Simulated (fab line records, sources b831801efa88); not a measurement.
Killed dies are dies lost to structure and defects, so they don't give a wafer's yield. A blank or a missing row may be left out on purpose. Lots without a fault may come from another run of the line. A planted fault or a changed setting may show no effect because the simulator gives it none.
Which tool did it? | flow sky130 | 24 lots, 72 wafers sampled, at 6 steps of a route of 708

WHAT THE GAUGES READ, wafer by wafer
SKY_NWELL_OVL_MEAS_10.
lot  | measured     | on         | NWELL_00_OVL (nm)
L074 | day 4 11:00  | overlay-01 | 1.4 1.1 -4.0
L075 | day 4 16:28  | overlay-02 | 0.5 1.5 0.1
L076 | day 4 22:52  | overlay-01 | 0.9 2.4 0.8
L077 | day 5 05:22  | overlay-01 | 0.3 -0.5 -0.7
L078 | day 5 10:37  | overlay-02 | 1.1 -0.3 0.7
L079 | day 5 15:35  | overlay-01 | 0.0 0.7 1.3
L080 | day 6 00:14  | overlay-01 | 0.4 -1.8 0.3
L081 | day 6 05:36  | overlay-02 | 0.2 0.6 1.2
L082 | day 6 08:59  | overlay-02 | 0.8 0.6 2.2
L083 | day 6 15:02  | overlay-02 | -0.4 -1.1 -0.4
L084 | day 6 23:44  | overlay-01 | 0.5 1.8 0.5
L085 | day 7 03:41  | overlay-02 | 1.1 1.4 0.1
L086 | day 7 10:06  | overlay-02 | 1.3 1.8 1.4
L087 | day 7 17:34  | overlay-01 | 0.1 -1.3 -1.4
L088 | day 7 23:41  | overlay-02 | 0.7 0.5 1.0
L089 | day 8 03:00  | overlay-01 | 0.0 0.1 -1.3
L090 | day 8 13:02  | overlay-01 | 1.4 0.9 -0.7
L091 | day 8 21:20  | overlay-02 | 1.8 0.6 3.8
L092 | day 9 03:33  | overlay-01 | 2.7 1.9 1.8
L093 | day 9 06:39  | overlay-01 | 0.5 1.1 0.9
L094 | day 9 13:56  | overlay-02 | 2.2 1.5 3.8
L095 | day 9 22:30  | overlay-02 | 1.2 1.3 -0.8
L096 | day 9 22:51  | overlay-01 | 1.3 1.1 0.3
L097 | day 10 08:02 | overlay-01 | 0.5 2.3 0.2

SKY_SONOS_TUNNEL_CD_MEAS_07: target cd 410 nm.
lot  | measured     | on        | cd_nm (nm)
L074 | day 11 10:11 | cd_sem-01 | 407.2 406.3 406.9
L075 | day 11 18:19 | cd_sem-01 | 409.9 408.1 410.8
L076 | day 12 03:21 | cd_sem-02 | 410.5 411.4 410.8
L077 | day 12 16:23 | cd_sem-02 | 408.7 407.1 408.2
L078 | day 12 22:24 | cd_sem-02 | 408.7 408.4 411.9
L079 | day 13 05:26 | cd_sem-02 | 410.3 410.1 413.3
L080 | day 13 17:12 | cd_sem-01 | 412.2 413.2 412.6
L081 | day 14 01:59 | cd_sem-01 | 410.9 410.6 409.1
L082 | day 14 05:14 | cd_sem-01 | 412.7 411.7 412.2
L083 | day 14 14:26 | cd_sem-02 | 410.2 410.5 411.4
L084 | day 15 03:38 | cd_sem-01 | 407.3 407.4 408.8
L085 | day 15 08:39 | cd_sem-02 | 414.7 415.0 414.1
L086 | day 15 14:43 | cd_sem-01 | 410.6 410.3 410.9
L087 | day 16 03:21 | cd_sem-02 | 410.3 408.7 411.3
L088 | day 16 12:08 | cd_sem-01 | 408.0 405.2 409.7
L089 | day 16 17:56 | cd_sem-02 | 412.6 412.6 410.3
L090 | day 17 05:51 | cd_sem-01 | 406.2 407.3 405.9
L091 | day 17 17:59 | cd_sem-01 | 407.9 410.5 410.6
L092 | day 18 02:19 | cd_sem-02 | 406.1 408.6 407.5
L093 | day 18 05:15 | cd_sem-02 | 407.8 409.1 408.6
L094 | day 18 18:32 | cd_sem-01 | 411.4 411.8 411.3
L095 | day 19 04:37 | cd_sem-01 | 411.9 411.8 412.2
L096 | day 19 07:01 | cd_sem-02 | 410.9 411.4 412.5
L097 | day 19 17:57 | cd_sem-02 | 414.4 414.2 414.0

SKY_LDD_P_TW_MEAS_11.
lot  | measured     | on            | LDD_P_TW
L074 | day 19 10:22 | film_metro-03 | 627 628 625
L075 | day 19 17:07 | film_metro-01 | 634 633 632
L076 | day 20 07:47 | film_metro-01 | 636 634 636
L077 | day 21 03:49 | film_metro-03 | 633 627 629
L078 | day 21 12:02 | film_metro-01 | 638 635 634
L079 | day 21 17:24 | film_metro-01 | 635 635 636
L080 | day 22 03:54 | film_metro-03 | 623 631 629
L081 | day 22 11:12 | film_metro-01 | 637 633 637
L082 | day 22 17:57 | film_metro-04 | 633 635 633
L083 | day 23 04:06 | film_metro-01 | 639 644 643
L084 | day 23 19:45 | film_metro-01 | 642 638 638
L085 | day 24 02:39 | film_metro-01 | 641 641 642
L086 | day 24 07:37 | film_metro-01 | 642 641 640
L087 | day 24 20:26 | film_metro-04 | 636 637 637
L088 | day 25 05:48 | film_metro-01 | 642 641 641
L089 | day 25 11:42 | film_metro-01 | 635 640 638
L090 | day 26 01:21 | film_metro-04 | 638 633 635
L091 | day 26 15:45 | film_metro-03 | 636 633 638
L092 | day 27 03:01 | film_metro-01 | 633 632 635
L093 | day 27 01:18 | film_metro-01 | 636 635 635
L094 | day 27 09:48 | film_metro-03 | 633 632 631
L095 | day 27 19:31 | film_metro-04 | 636 635 635
L096 | day 27 21:52 | film_metro-04 | 635 638 637
L097 | day 28 08:21 | film_metro-03 | 635 639 634

WHICH TOOL RAN EACH LOT (tool, then ch and the chambers of the sampled wafers, then the start)
lot  | SKY_NWELL_RTA_28                 | SKY_VT_ADJUST_NCORE_STRIP_10         | SKY_VT_ADJUST_HVTR_STRIP_10
L074 | rtp_anneal-01 ch 0, day 5 05:23  | plasma_asher-03 ch 0,1, day 8 11:52  | plasma_asher-03 ch 0,1, day 9 10:21
L075 | rtp_anneal-02 ch 0, day 5 10:46  | plasma_asher-04 ch 0,1, day 8 18:27  | plasma_asher-03 ch 0,1, day 9 17:40
L076 | rtp_anneal-01 ch 0, day 5 17:02  | plasma_asher-01 ch 0,1, day 9 01:59  | plasma_asher-03 ch 0,1, day 10 00:47
L077 | rtp_anneal-01 ch 0, day 6 00:38  | plasma_asher-03 ch 0,1, day 9 12:50  | plasma_asher-03 ch 0,1, day 10 12:38
L078 | rtp_anneal-02 ch 0, day 6 05:42  | plasma_asher-01 ch 0,1, day 9 18:32  | plasma_asher-01 ch 0,1, day 10 18:32
L079 | rtp_anneal-02 ch 0, day 6 11:11  | plasma_asher-04 ch 0,1, day 10 00:49 | plasma_asher-02 ch 0,1, day 11 01:18
L080 | rtp_anneal-01 ch 0, day 6 19:53  | plasma_asher-04 ch 0,1, day 10 12:40 | plasma_asher-01 ch 0,1, day 11 14:12
L081 | rtp_anneal-01 ch 0, day 7 01:02  | plasma_asher-01 ch 0,1, day 10 20:57 | plasma_asher-01 ch 0,1, day 11 22:40
L082 | rtp_anneal-02 ch 0, day 7 04:21  | plasma_asher-04 ch 0,1, day 10 23:30 | plasma_asher-01 ch 0,1, day 12 01:16
L083 | rtp_anneal-01 ch 0, day 7 11:39  | plasma_asher-01 ch 0,1, day 11 08:51 | plasma_asher-01 ch 0,1, day 12 11:03
L084 | rtp_anneal-02 ch 0, day 7 21:38  | plasma_asher-01 ch 0, day 11 20:54   | plasma_asher-01 ch 0,1, day 12 23:19
L085 | rtp_anneal-01 ch 0, day 8 01:27  | plasma_asher-04 ch 0,1, day 12 01:34 | plasma_asher-02 ch 0,1, day 13 03:49
L086 | rtp_anneal-02 ch 0, day 8 07:25  | plasma_asher-04 ch 0,1, day 12 06:37 | plasma_asher-01 ch 0,1, day 13 08:13
L087 | rtp_anneal-01 ch 0, day 8 15:56  | plasma_asher-04 ch 0,1, day 12 18:14 | plasma_asher-03 ch 0,1, day 13 19:56
L088 | rtp_anneal-02 ch 0, day 8 22:18  | plasma_asher-01 ch 0,1, day 13 02:06 | plasma_asher-01 ch 0,1, day 14 03:21
L089 | rtp_anneal-01 ch 0, day 9 02:12  | plasma_asher-04 ch 0,1, day 13 06:43 | plasma_asher-01 ch 0,1, day 14 08:37
L090 | rtp_anneal-02 ch 0, day 9 12:51  | plasma_asher-03 ch 0,1, day 13 17:18 | plasma_asher-01 ch 0,1, day 14 19:48
L091 | rtp_anneal-01 ch 0, day 9 20:42  | plasma_asher-03 ch 0,1, day 14 01:34 | plasma_asher-02 ch 0,1, day 15 05:39
L092 | rtp_anneal-02 ch 0, day 10 03:31 | plasma_asher-01 ch 0,1, day 14 09:45 | plasma_asher-01 ch 0,1, day 15 13:48
L093 | rtp_anneal-01 ch 0, day 10 06:38 | plasma_asher-04 ch 0,1, day 14 12:33 | plasma_asher-03 ch 0,1, day 15 16:30
L094 | rtp_anneal-02 ch 0, day 10 14:48 | plasma_asher-03 ch 0,1, day 14 23:45 | plasma_asher-02 ch 0,1, day 16 04:58
L095 | rtp_anneal-01 ch 0, day 10 23:13 | plasma_asher-04 ch 0,1, day 15 08:57 | plasma_asher-01 ch 0, day 16 14:15
L096 | rtp_anneal-02 ch 0, day 10 23:43 | plasma_asher-01 ch 0,1, day 15 10:46 | plasma_asher-01 ch 0, day 16 16:27
L097 | rtp_anneal-01 ch 0, day 11 09:11 | plasma_asher-01 ch 0,1, day 15 19:54 | plasma_asher-02 ch 0,1, day 17 02:21
- SKY_NWELL_RTA_28: time 30 s.
- SKY_VT_ADJUST_NCORE_STRIP_10: strips in O2/N2.
- SKY_VT_ADJUST_HVTR_STRIP_10: strips in O2/N2.

WHAT THE TOOLS THEMSELVES READ (means of the sampled wafers that have a number; where no wafer has one, the mark that the record gives instead)
SKY_NWELL_RTA_28.
lot  | tool          | lamp_power_pct (%) | wafer_temp_C_max
L074 | rtp_anneal-01 | 25.31              | 1054.6
L075 | rtp_anneal-02 | 25.29              | 1054.6
L076 | rtp_anneal-01 | 25.26              | 1055.5
L077 | rtp_anneal-01 | 25.33              | 1054.9
L078 | rtp_anneal-02 | 25.29              | 1054.6
L079 | rtp_anneal-02 | 25.27              | 1054.5
L080 | rtp_anneal-01 | 25.27              | 1054.1
L081 | rtp_anneal-01 | 25.31              | 1054.6
L082 | rtp_anneal-02 | 25.30              | 1055.2
L083 | rtp_anneal-01 | 25.32              | 1054.5
L084 | rtp_anneal-02 | 25.33              | 1054.4
L085 | rtp_anneal-01 | 25.30              | 1055.8
L086 | rtp_anneal-02 | 25.31              | 1054.9
L087 | rtp_anneal-01 | 25.33              | 1054.6
L088 | rtp_anneal-02 | 25.33              | 1055.2
L089 | rtp_anneal-01 | 25.31              | 1055.3
L090 | rtp_anneal-02 | 25.31              | 1055.2
L091 | rtp_anneal-01 | 25.37              | 1054.1
L092 | rtp_anneal-02 | 25.31              | 1054.6
L093 | rtp_anneal-01 | 25.25              | 1055.1
L094 | rtp_anneal-02 | 25.36              | 1054.7
L095 | rtp_anneal-01 | 25.34              | 1054.9
L096 | rtp_anneal-02 | 25.32              | 1055.4
L097 | rtp_anneal-01 | 25.31              | 1055.1

SKY_VT_ADJUST_NCORE_STRIP_10.
lot  | tool            | chamber_pressure_mTorr (mTorr) | drypump_motor_current_A (A) | oes_product_au (a.u.) | strip_time_to_endpoint_s (s)
L074 | plasma_asher-03 | 1499.2                         | 6.1                         | 0.711                 | 14.16
L075 | plasma_asher-04 | 1500.6                         | 6.0                         | 0.714                 | 14.15
L076 | plasma_asher-01 | 1498.6                         | 5.9                         | 0.720                 | 14.17
L077 | plasma_asher-03 | 1499.4                         | 5.6                         | 0.713                 | 14.20
L078 | plasma_asher-01 | 1499.0                         | 5.9                         | 0.716                 | 14.27
L079 | plasma_asher-04 | 1500.0                         | 5.9                         | 0.716                 | 14.26
L080 | plasma_asher-04 | 1500.1                         | 5.8                         | 0.714                 | 14.16
L081 | plasma_asher-01 | 1499.2                         | 5.9                         | 0.714                 | 14.18
L082 | plasma_asher-04 | 1499.2                         | 5.9                         | 0.718                 | 14.21
L083 | plasma_asher-01 | 1498.4                         | 5.9                         | 0.714                 | 14.15
L084 | plasma_asher-01 | 1500.8                         | 5.8                         | 0.714                 | 14.17
L085 | plasma_asher-04 | 1501.2                         | 5.8                         | 0.716                 | 14.19
L086 | plasma_asher-04 | 1499.2                         | 5.8                         | 0.718                 | 14.17
L087 | plasma_asher-04 | 1498.8                         | 5.8                         | 0.719                 | 14.20
L088 | plasma_asher-01 | 1500.2                         | 6.0                         | 0.718                 | 14.24
L089 | plasma_asher-04 | 1500.9                         | 5.9                         | 0.715                 | 14.19
L090 | plasma_asher-03 | 1500.3                         | 5.6                         | 0.712                 | 14.13
L091 | plasma_asher-03 | 1499.2                         | 5.6                         | 0.713                 | 14.22
L092 | plasma_asher-01 | 1499.9                         | 6.0                         | 0.718                 | 14.19
L093 | plasma_asher-04 | 1499.2                         | 5.9                         | 0.714                 | 14.14
L094 | plasma_asher-03 | 1498.1                         | 5.6                         | 0.717                 | 14.17
L095 | plasma_asher-04 | 1500.4                         | 5.8                         | 0.721                 | 14.11
L096 | plasma_asher-01 | 1498.6                         | 5.9                         | 0.717                 | 14.18
L097 | plasma_asher-01 | 1500.7                         | 5.9                         | 0.717                 | 14.20

SKY_VT_ADJUST_HVTR_STRIP_10.
lot  | tool            | chamber_pressure_mTorr (mTorr) | drypump_motor_current_A (A) | oes_product_au (a.u.) | strip_time_to_endpoint_s (s)
L074 | plasma_asher-03 | 1499.7                         | 6.1                         | 0.714                 | 14.31
L075 | plasma_asher-03 | 1499.5                         | 6.1                         | 0.715                 | 14.31
L076 | plasma_asher-03 | 1499.7                         | 5.6                         | 0.711                 | 14.33
L077 | plasma_asher-03 | 1499.8                         | 5.6                         | 0.718                 | 14.30
L078 | plasma_asher-01 | 1499.7                         | 5.9                         | 0.718                 | 14.31
L079 | plasma_asher-02 | 1499.7                         | 5.7                         | 0.713                 | 14.34
L080 | plasma_asher-01 | 1500.9                         | 5.9                         | 0.712                 | 14.30
L081 | plasma_asher-01 | 1501.1                         | 5.9                         | 0.714                 | 14.28
L082 | plasma_asher-01 | 1500.7                         | 5.9                         | 0.719                 | 14.29
L083 | plasma_asher-01 | 1498.7                         | 5.9                         | 0.719                 | 14.35
L084 | plasma_asher-01 | 1499.5                         | 5.9                         | 0.713                 | 14.30
L085 | plasma_asher-02 | 1498.8                         | 5.9                         | 0.715                 | 14.29
L086 | plasma_asher-01 | 1499.8                         | 5.9                         | 0.712                 | 14.39
L087 | plasma_asher-03 | 1499.5                         | 6.1                         | 0.708                 | 14.34
L088 | plasma_asher-01 | 1500.1                         | 5.9                         | 0.717                 | 14.28
L089 | plasma_asher-01 | 1499.7                         | 5.9                         | 0.713                 | 14.32
L090 | plasma_asher-01 | 1500.6                         | 6.0                         | 0.713                 | 14.28
L091 | plasma_asher-02 | 1500.3                         | 5.7                         | 0.718                 | 14.34
L092 | plasma_asher-01 | 1500.2                         | 5.9                         | 0.720                 | 14.35
L093 | plasma_asher-03 | 1501.4                         | 6.1                         | 0.716                 | 14.34
L094 | plasma_asher-02 | 1500.3                         | 5.8                         | 0.715                 | 14.28
L095 | plasma_asher-01 | 1499.1                         | 5.8                         | 0.721                 | 14.28
L096 | plasma_asher-01 | 1499.7                         | 5.8                         | 0.715                 | 14.33
L097 | plasma_asher-02 | 1500.1                         | 5.7                         | 0.714                 | 14.29

THE ANSWER, worked out from the rows above alone
Rule: what is usual is taken from the lots themselves. Put in order of their means at a reading, lots are off if they are a third of the lots or fewer, leave a main group of 4 or more, and stand apart from it by a gap of 3 or more times the standard deviation of the main group's means; of several such gaps the widest counts. A main group whose means are all the same, to the digits that the tables above print for the reading, isn't used. A lot without any number at a reading at which 4 lots or more have one is off too. The other lots that the step has rows for count as sound. The gauges are gone through in route order, then the tools' own readings, and for those a lot's mean is taken as printed above. The first step at which some lot is off is used, and at that step the reading that is off furthest; a lot without a number counts as furthest.
No lot is off at any reading shown: from this, nothing can be told.

WHAT THE SIMULATOR HAD PUT IN
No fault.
